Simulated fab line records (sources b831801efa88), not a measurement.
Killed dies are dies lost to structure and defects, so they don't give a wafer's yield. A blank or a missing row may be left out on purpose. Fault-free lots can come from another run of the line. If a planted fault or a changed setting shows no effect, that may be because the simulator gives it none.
What tool caused it? | flow sky130 | 15 lots with 45 wafers sampled at 5 steps, on a route of 708 steps

== WHAT THE GAUGES SHOWED, per wafer ==
SKY_LDD_LDN_OVL_MEAS_07. Usual: LDD_LDN_OVL 0.4 nm, standard deviation 1.4.
lot  | measured     | on         | LDD_LDN_OVL (nm) | flag
L774 | day 22 14:45 | overlay-02 | 2.0 1.8 3.3      | 
L776 | day 23 12:45 | overlay-01 | 1.1 -0.5 1.3     | 
L777 | day 23 23:23 | overlay-01 | -1.8 0.4 0.0     | 
L778 | day 24 10:24 | overlay-02 | 1.7 1.1 1.4      | 
L780 | day 25 05:47 | overlay-01 | -1.4 -2.1 -1.6   | 
L786 | day 27 08:50 | overlay-02 | -2.5 0.9 -2.2    | 
L787 | day 27 16:27 | overlay-01 | -2.8 1.1 0.1     | 
L789 | day 28 00:21 | overlay-02 | 0.0 0.8 1.6      | 
L788 | day 28 01:53 | overlay-02 | 2.3 -0.7 1.0     | 
L790 | day 28 13:53 | overlay-02 | 1.0 2.9 3.2      | 
L791 | day 28 19:00 | overlay-02 | -1.0 0.3 0.7     | 
L793 | day 29 15:14 | overlay-02 | -0.1 1.2 1.0     | 
L795 | day 30 08:09 | overlay-02 | 1.6 0.4 2.0      | 
L796 | day 30 15:42 | overlay-02 | -1.2 -1.3 -2.3   | 
L797 | day 30 22:57 | overlay-02 | 2.1 2.3 2.1      | 

SKY_SD_N_RS_MEAS_16: the measuring method here is four-point-probe. Usual: SD_N_RS 68.61 ohm/sq, standard deviation 0.11.
lot  | measured     | on           | SD_N_RS (ohm/sq)  | flag
L774 | day 27 16:35 | filmMetro-01 | 68.72 68.66 68.74 | 
L776 | day 28 14:09 | filmMetro-01 | 68.63 68.73 68.59 | 
L777 | day 28 23:11 | filmMetro-02 | 68.62 68.62 68.47 | 
L778 | day 29 09:03 | filmMetro-02 | 68.57 68.46 68.53 | 
L780 | day 30 03:02 | filmMetro-01 | 68.67 68.78 68.70 | 
L786 | day 32 03:11 | filmMetro-04 | 68.63 68.65 68.77 | 
L787 | day 32 11:56 | filmMetro-04 | 70.79 70.83 70.69 | OFF
L789 | day 32 16:58 | filmMetro-02 | 70.84 70.76 70.82 | OFF
L788 | day 32 21:02 | filmMetro-04 | 70.97 70.81 70.58 | OFF
L790 | day 33 08:32 | filmMetro-04 | 68.49 68.52 68.53 | 
L791 | day 33 17:38 | filmMetro-02 | 68.75 68.57 68.55 | 
L793 | day 34 08:01 | filmMetro-01 | 68.75 68.74 68.62 | 
L795 | day 35 00:17 | filmMetro-01 | 68.79 68.63 68.57 | 
L796 | day 35 06:38 | filmMetro-04 | 68.58 68.55 68.67 | 
L797 | day 35 13:37 | filmMetro-04 | 68.58 68.64 68.45 | 

== WHICH TOOL RAN EACH LOT (tool, then ch and the chambers of the sampled wafers, then the start) ==
lot  | SKY_POLY_CUT_ETCH_10              | SKY_POLY_CUT_ETCH_11              | SKY_SD_N_IMPLANT_10
L774 | rieDiel-02 ch 0,2, day 23 23:26   | rieDiel-02 ch 0,2, day 23 23:28   | implanter-02 ch 0, day 27 16:04
L776 | rieDiel-02 ch 0,1,3, day 24 21:43 | rieDiel-02 ch 0,1,3, day 24 21:45 | implanter-01 ch 0, day 28 13:37
L777 | rieDiel-04 ch 0,1, day 25 08:08   | rieDiel-04 ch 0,1, day 25 08:10   | implanter-02 ch 0, day 28 22:39
L778 | rieDiel-03 ch 0,1,2, day 25 17:51 | rieDiel-03 ch 0,1,2, day 25 17:53 | implanter-03 ch 0, day 29 08:31
L780 | rieDiel-04 ch 1,2,3, day 26 13:17 | rieDiel-04 ch 1,2,3, day 26 13:19 | implanter-02 ch 0, day 30 02:31
L786 | rieDiel-02 ch 1,2,3, day 28 15:17 | rieDiel-02 ch 1,2,3, day 28 15:19 | implanter-02 ch 0, day 32 02:39
L787 | rieDiel-04 ch 0,1,2, day 28 23:46 | rieDiel-04 ch 0,1,2, day 28 23:48 | implanter-02, day 32 11:24
L789 | rieDiel-03 ch 1,2, day 29 06:29   | rieDiel-03 ch 1,2, day 29 06:31   | implanter-03, day 32 16:26
L788 | rieDiel-04 ch 0,2,3, day 29 09:54 | rieDiel-04 ch 0,2,3, day 29 09:56 | implanter-03, day 32 20:30
L790 | rieDiel-03 ch 0,1,3, day 29 20:20 | rieDiel-03 ch 0,1,3, day 29 20:22 | implanter-03 ch 0, day 33 08:00
L791 | rieDiel-04 ch 0,1,2, day 30 05:15 | rieDiel-04 ch 0,1,2, day 30 05:17 | implanter-02 ch 0, day 33 17:06
L793 | rieDiel-02 ch 0,3, day 30 22:38   | rieDiel-02 ch 0,3, day 30 22:40   | implanter-03 ch 0, day 34 07:28
L795 | rieDiel-04 ch 0,2,3, day 31 14:37 | rieDiel-04 ch 0,2,3, day 31 14:39 | implanter-03 ch 0, day 34 23:45
L796 | rieDiel-03 ch 1,2,3, day 31 21:47 | rieDiel-03 ch 1,2,3, day 31 21:49 | implanter-01 ch 0, day 35 06:06
L797 | rieDiel-04 ch 1,2,3, day 32 05:26 | rieDiel-04 ch 1,2,3, day 32 05:28 | implanter-02 ch 0, day 35 12:52
- SKY_POLY_CUT_ETCH_10: etches BARC in N2/H2, stops on SiO2, time 45.9 s, target depth 60 nm.
- SKY_POLY_CUT_ETCH_11: etches Si3N4 in CF4/CH2F2/Ar, stops on poly-Si, time 42.5 s, target depth 60 nm.
- SKY_SD_N_IMPLANT_10

== WHAT THE TOOLS THEMSELVES READ (means of the sampled wafers that have a number; where no wafer has one, the mark that the record gives instead) ==
SKY_POLY_CUT_ETCH_10. Usual: chamberPressureMTorr 30.002 mTorr, standard deviation 0.027; drypumpMotorCurrentA 6.0 A, standard deviation 0.39; oesProductAu 0.856 a.u., standard deviation 0.0048; throttleValvePct 13.225 %, standard deviation 0.0091.
lot  | tool       | chamberPressureMTorr (mTorr) | drypumpMotorCurrentA (A) | oesProductAu (a.u.) | throttleValvePct (%) | flag
L774 | rieDiel-02 | 30.007                       | 6.1                      | 0.858               | 13.219               | 
L776 | rieDiel-02 | 30.015                       | 5.7                      | 0.856               | 13.227               | 
L777 | rieDiel-04 | 29.999                       | 6.2                      | 0.858               | 13.226               | 
L778 | rieDiel-03 | 29.998                       | 5.8                      | 0.851               | 13.221               | 
L780 | rieDiel-04 | 30.013                       | 6.3                      | 0.850               | 13.226               | 
L786 | rieDiel-02 | 29.984                       | 5.7                      | 0.857               | 13.220               | 
L787 | rieDiel-04 | 30.006                       | 6.1                      | 0.854               | 13.226               | 
L789 | rieDiel-03 | 30.000                       | 5.7                      | 0.854               | 13.228               | 
L788 | rieDiel-04 | 30.001                       | 6.4                      | 0.861               | 13.215               | 
L790 | rieDiel-03 | 29.989                       | 5.8                      | 0.857               | 13.226               | 
L791 | rieDiel-04 | 29.992                       | 6.1                      | 0.853               | 13.228               | 
L793 | rieDiel-02 | 30.000                       | 5.9                      | 0.852               | 13.228               | 
L795 | rieDiel-04 | 30.020                       | 6.3                      | 0.856               | 13.222               | 
L796 | rieDiel-03 | 29.988                       | 5.6                      | 0.850               | 13.220               | 
L797 | rieDiel-04 | 29.989                       | 6.2                      | 0.857               | 13.227               | 

SKY_POLY_CUT_ETCH_11. Usual: ch2f2FlowSccm 20.00 sccm, standard deviation 0.063; chamberPressureMTorr 40.00 mTorr, standard deviation 0.037; drypumpMotorCurrentA 6.0 A, standard deviation 0.39; oesProductAu 0.828 a.u., standard deviation 0.0064; throttleValvePct 14.994 %, standard deviation 0.0095.
lot  | tool       | ch2f2FlowSccm (sccm) | chamberPressureMTorr (mTorr) | drypumpMotorCurrentA (A) | oesProductAu (a.u.) | throttleValvePct (%) | flag
L774 | rieDiel-02 | 19.93                | 39.99                        | 6.1                      | 0.831               | 14.985               | 
L776 | rieDiel-02 | 20.07                | 40.01                        | 5.7                      | 0.819               | 14.993               | 
L777 | rieDiel-04 | 19.97                | 40.01                        | 6.2                      | 0.827               | 14.996               | 
L778 | rieDiel-03 | 20.06                | 40.02                        | 5.8                      | 0.828               | 14.989               | 
L780 | rieDiel-04 | 19.98                | 39.98                        | 6.3                      | 0.829               | 14.998               | 
L786 | rieDiel-02 | 19.96                | 39.98                        | 5.7                      | 0.820               | 14.989               | 
L787 | rieDiel-04 | 20.03                | 40.03                        | 6.1                      | 0.823               | 14.987               | 
L789 | rieDiel-03 | 20.02                | 40.02                        | 5.6                      | 0.836               | 14.987               | 
L788 | rieDiel-04 | 20.02                | 40.00                        | 6.3                      | 0.822               | 14.990               | 
L790 | rieDiel-03 | 20.07                | 39.95                        | 5.7                      | 0.829               | 15.001               | 
L791 | rieDiel-04 | 19.97                | 40.00                        | 6.1                      | 0.830               | 14.997               | 
L793 | rieDiel-02 | 19.97                | 39.98                        | 5.9                      | 0.831               | 14.998               | 
L795 | rieDiel-04 | 19.95                | 40.01                        | 6.3                      | 0.829               | 14.995               | 
L796 | rieDiel-03 | 19.99                | 40.02                        | 5.7                      | 0.827               | 14.991               | 
L797 | rieDiel-04 | 20.02                | 39.96                        | 6.2                      | 0.827               | 14.994               | 

SKY_SD_N_IMPLANT_10. Usual: beamEnergyKeV 20.000, standard deviation 0.0065; beamOnS 11.7 s, standard deviation 0.91; doseIonsCm2 9.999e+13, standard deviation 1e+11; tiltDeg -0.003 degrees, standard deviation 0.021.
lot  | tool         | beamEnergyKeV | beamOnS (s) | doseIonsCm2 | tiltDeg (degrees) | flag
L774 | implanter-02 | 19.999        | 11.6        | 9.989e+13   | 0.002             | 
L776 | implanter-01 | 19.991        | 9.9         | 9.993e+13   | 0.005             | 
L777 | implanter-02 | 20.001        | 11.6        | 1.000e+14   | 0.008             | 
L778 | implanter-03 | 19.995        | 12.5        | 9.988e+13   | -0.020            | 
L780 | implanter-02 | 19.997        | 11.9        | 1.000e+14   | 0.003             | 
L786 | implanter-02 | 20.006        | 11.9        | 1.000e+14   | -0.011            | 
L787 | implanter-02 | -             | -           | -           | -                 | OFF
L789 | implanter-03 | -             | -           | -           | -                 | OFF
L788 | implanter-03 | -             | -           | -           | -                 | OFF
L790 | implanter-03 | 20.003        | 12.3        | 9.999e+13   | -0.002            | 
L791 | implanter-02 | 19.999        | 11.6        | 1.000e+14   | -0.008            | 
L793 | implanter-03 | 20.004        | 12.4        | 1.000e+14   | -0.017            | 
L795 | implanter-03 | 20.007        | 12.4        | 9.998e+13   | 0.000             | 
L796 | implanter-01 | 20.003        | 10.1        | 1.001e+14   | 0.009             | 
L797 | implanter-02 | 20.000        | 11.7        | 1.000e+14   | -0.001            | 

== THE ANSWER, worked out from the rows above alone ==
Rule: take the mean of a lot's wafers that have a number; if it is more than 3 standard deviations from the usual mean, the lot is off. Also off: a lot with no number at a reading for which 4 or more lots have one. Where the step has rows for the other lots, those lots are counted as sound. First the gauges in route order, then the tools' own readings, where a lot's mean is used as printed above. The first step at which some lot is off is used, and at that step the reading that is off furthest; a lot without a number counts as furthest.
Off: L787, L789, L788, at SKY_SD_N_RS_MEAS_16 (SD_N_RS).
A tool fits if, at a process step before that reading, it ran every lot that is off, and no sound lot after the first of them. Not tried: the gauges at SKY_SD_N_RS_MEAS_16; whatever is off there is also off at SKY_SD_N_IMPLANT_10, on other tools, and gauge error can't account for it. None of those tried fits.

== WHAT HAD BEEN PUT IN BY THE SIMULATOR ==
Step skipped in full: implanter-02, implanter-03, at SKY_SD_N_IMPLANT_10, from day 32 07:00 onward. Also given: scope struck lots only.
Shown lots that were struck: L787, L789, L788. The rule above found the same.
